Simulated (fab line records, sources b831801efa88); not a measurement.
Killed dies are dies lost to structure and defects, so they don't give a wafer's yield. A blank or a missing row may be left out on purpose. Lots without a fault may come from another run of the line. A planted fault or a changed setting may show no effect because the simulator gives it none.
Which tool did it? | flow gf180mcu | 13 lots, 39 wafers sampled, at 2 steps of a route of 602

WHAT THE GAUGES READ, wafer by wafer
GF_V4_CD_MEAS_14: target cd 260 nm.
lot  | measured     | on        | cd_nm (nm)
L400 | day 24 22:16 | cd_sem-02 | 261.2 261.2 262.8
L401 | day 25 04:44 | cd_sem-01 | 259.2 259.8 258.5
L402 | day 25 15:11 | cd_sem-02 | 261.2 260.8 260.9
L404 | day 26 09:32 | cd_sem-02 | 260.2 259.4 260.2
L405 | day 26 14:44 | cd_sem-01 | 259.0 257.2 259.2
L406 | day 27 00:41 | cd_sem-01 | 261.5 260.5 260.2
L408 | day 27 14:22 | cd_sem-01 | 259.5 257.8 259.4
L411 | day 28 15:28 | cd_sem-01 | 257.0 256.5 257.9
L417 | day 30 09:41 | cd_sem-01 | 259.8 260.9 262.1
L418 | day 30 11:19 | cd_sem-02 | 259.8 260.7 259.8
L420 | day 31 01:59 | cd_sem-02 | 259.7 258.8 259.5
L421 | day 31 04:32 | cd_sem-02 | 260.3 259.6 259.9
L422 | day 31 18:14 | cd_sem-02 | 257.6 257.8 257.8

WHICH TOOL RAN EACH LOT (tool, then ch and the chambers of the sampled wafers, then the start)
lot  | GF_V3_CVD_02
L400 | pecvd-01 ch 0,2, day 21 21:23
L401 | pecvd-03 ch 0,2, day 22 04:35
L402 | pecvd-01 ch 0,1, day 22 16:01
L404 | pecvd-04 ch 0,2, day 23 12:17
L405 | pecvd-01 ch 1,2, day 23 18:08
L406 | pecvd-04 ch 0,2, day 24 05:27
L408 | pecvd-04 ch 0,2, day 24 20:32
L411 | pecvd-04 ch 0,1, day 25 23:38
L417 | pecvd-01 ch 1,2, day 27 21:53
L418 | pecvd-03 ch 1,2, day 28 00:11
L420 | pecvd-03 ch 1,2, day 28 13:51
L421 | pecvd-04 ch 0,1,2, day 28 18:05
L422 | pecvd-04 ch 0,2, day 29 08:29
- GF_V3_CVD_02: deposits SiO2 from TEOS, target thk 850 nm, time 94.851 s.

WHAT THE TOOLS THEMSELVES READ (means of the sampled wafers that have a number; where no wafer has one, the mark that the record gives instead)
GF_V3_CVD_02.
lot  | tool     | heater_power_outer_w (W) | heater_power_w (W)
L400 | pecvd-01 | 319                      | 576
L401 | pecvd-03 | 461                      | 702
L402 | pecvd-01 | 436                      | 695
L404 | pecvd-04 | 377                      | 718
L405 | pecvd-01 | 413                      | 674
L406 | pecvd-04 | 319                      | 640
L408 | pecvd-04 | 419                      | 769
L411 | pecvd-04 | 292                      | 562
L417 | pecvd-01 | 367                      | 631
L418 | pecvd-03 | 383                      | 648
L420 | pecvd-03 | 354                      | 610
L421 | pecvd-04 | 369                      | 666
L422 | pecvd-04 | 275                      | 580

THE ANSWER, worked out from the rows above alone
Rule: what is usual is taken from the lots themselves. Put in order of their means at a reading, lots are off if they are a third of the lots or fewer, leave a main group of 4 or more, and stand apart from it by a gap of 3 or more times the standard deviation of the main group's means; of several such gaps the widest counts. A main group whose means are all the same, to the digits that the tables above print for the reading, isn't used. A lot without any number at a reading at which 4 lots or more have one is off too. The other lots that the step has rows for count as sound. The gauges are gone through in route order, then the tools' own readings, and for those a lot's mean is taken as printed above. The first step at which some lot is off is used, and at that step the reading that is off furthest; a lot without a number counts as furthest.
No lot is off at any reading shown: from this, nothing can be told.

WHAT THE SIMULATOR HAD PUT IN
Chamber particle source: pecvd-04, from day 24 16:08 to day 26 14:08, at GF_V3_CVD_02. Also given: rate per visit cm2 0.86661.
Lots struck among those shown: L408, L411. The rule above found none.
